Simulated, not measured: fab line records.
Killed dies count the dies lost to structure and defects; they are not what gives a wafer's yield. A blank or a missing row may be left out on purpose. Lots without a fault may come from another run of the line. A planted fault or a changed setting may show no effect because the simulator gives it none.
Struck lot and sound lot, side by side	flow sky130	22 steps out of a route of 708
Sound: the wafers L226.2, L226.4, L226.6. Wafers struck: L232.1, L232.3, L232.6. Last of all comes the cause.
At each step with rows: each side's tool, then ch and its chambers, then its first start. Under that, the readings that differ: sound wafers	struck wafers	difference of the means	sigmas: that difference in standard deviations of wafers without a fault.
alike: readings whose means differ by less than 2 such deviations, and words and numbers that are the same on both sides. not compared: withheld readings, readings that some wafer has no value for, bounds like >300 that may hide the same value, and numbers for which the record gives no deviation and whose values overlap.
The two part at a step that has a row with sigmas, a row that says differs or no value, or rows on one side only. Numbers that have no deviation but don't overlap get no sigmas and don't part them. Lack of a reading on every wafer of one side parts them only where that side has two or more wafers.

first, 2 steps without rows for these wafers: SKY_POLY_GATE_CLEAN_19 (cleans in SC1/SC2, time 150 s); SKY_POLY_GATE_OXIDATION_20 (stabilise 600 s, purge 300 s, target thk 4 nm).
SKY_POLY_GATE_THK_MEAS_21:
  sound on film_metro-03 at day 18 00:55; struck on film_metro-04 at day 18 23:07
reading	sound	struck	difference	sigmas
POLY_GATE_OXIDATION_THK (nm)	4.22 4.13 4.08	3.94 3.92 3.94	-0.21	-2
SKY_POLY_GATE_CD_MEAS_22:
  sound on cd_sem-01 at day 18 01:10; struck on cd_sem-02 at day 18 23:21
  alike: cd_nm
then, 7 steps without rows for these wafers: SKY_LDD_N_DEHYDRATE_00 (time 60 s); SKY_LDD_N_HMDS_01 (prime time 60 s); SKY_LDD_N_COAT_02 (resist thk 300 nm); SKY_LDD_N_SOFTBAKE_03 (time 60 s); SKY_LDD_N_EXPOSE_04 (exposes mask NTM, target cd 840 nm); SKY_LDD_N_PEB_05; SKY_LDD_N_DEVELOP_06 (develop time 60 s).
SKY_LDD_N_OVL_MEAS_07:
  sound on overlay-02 at day 19 06:23; struck on overlay-01 at day 20 05:26
  alike: LDD_N_OVL
SKY_LDD_N_IMPLANT_08:
  sound on implanter-03 ch 0, day 19 06:26; struck on implanter-02, day 20 05:28
  no value came back on the struck wafers for beam_energy_keV, beam_on_s (s), dose_ions_cm2; on the sound wafers beam_energy_keV reads 20.002 19.998 20.000
then, 7 steps without rows for these wafers: SKY_LDD_N_IMPLANT_09; SKY_LDD_N_IMPLANT_10; SKY_LDD_N_IMPLANT_11; SKY_LDD_N_IMPLANT_12; SKY_LDD_N_IMPLANT_13; SKY_LDD_N_IMPLANT_14; SKY_LDD_N_IMPLANT_15.
SKY_LDD_N_STRIP_16: strips in O2/N2.
  sound on plasma_asher-02 ch 0,1, day 19 07:40; struck on plasma_asher-01 ch 0,1, day 20 06:40
reading	sound	struck	difference	sigmas
strip_time_to_endpoint_s (s)	4.294 4.314 4.317	4.122 4.129 4.135	-0.180	-14
  alike: drypump_motor_current_A, n2_flow_sccm, oes_product_au
  not compared: rf_hours_counter_h
SKY_LDD_N_TW_MEAS_17:
  sound on film_metro-02 at day 19 07:47; struck on film_metro-03 at day 20 06:46
reading	sound	struck	difference	sigmas
LDD_N_TW	2537 2532 2545	2445 2433 2433	-101	-7

== WHERE THEY PART ==
First at SKY_POLY_GATE_THK_MEAS_21; last, within this record, at SKY_LDD_N_TW_MEAS_17.

WHY: the cause the simulator had injected
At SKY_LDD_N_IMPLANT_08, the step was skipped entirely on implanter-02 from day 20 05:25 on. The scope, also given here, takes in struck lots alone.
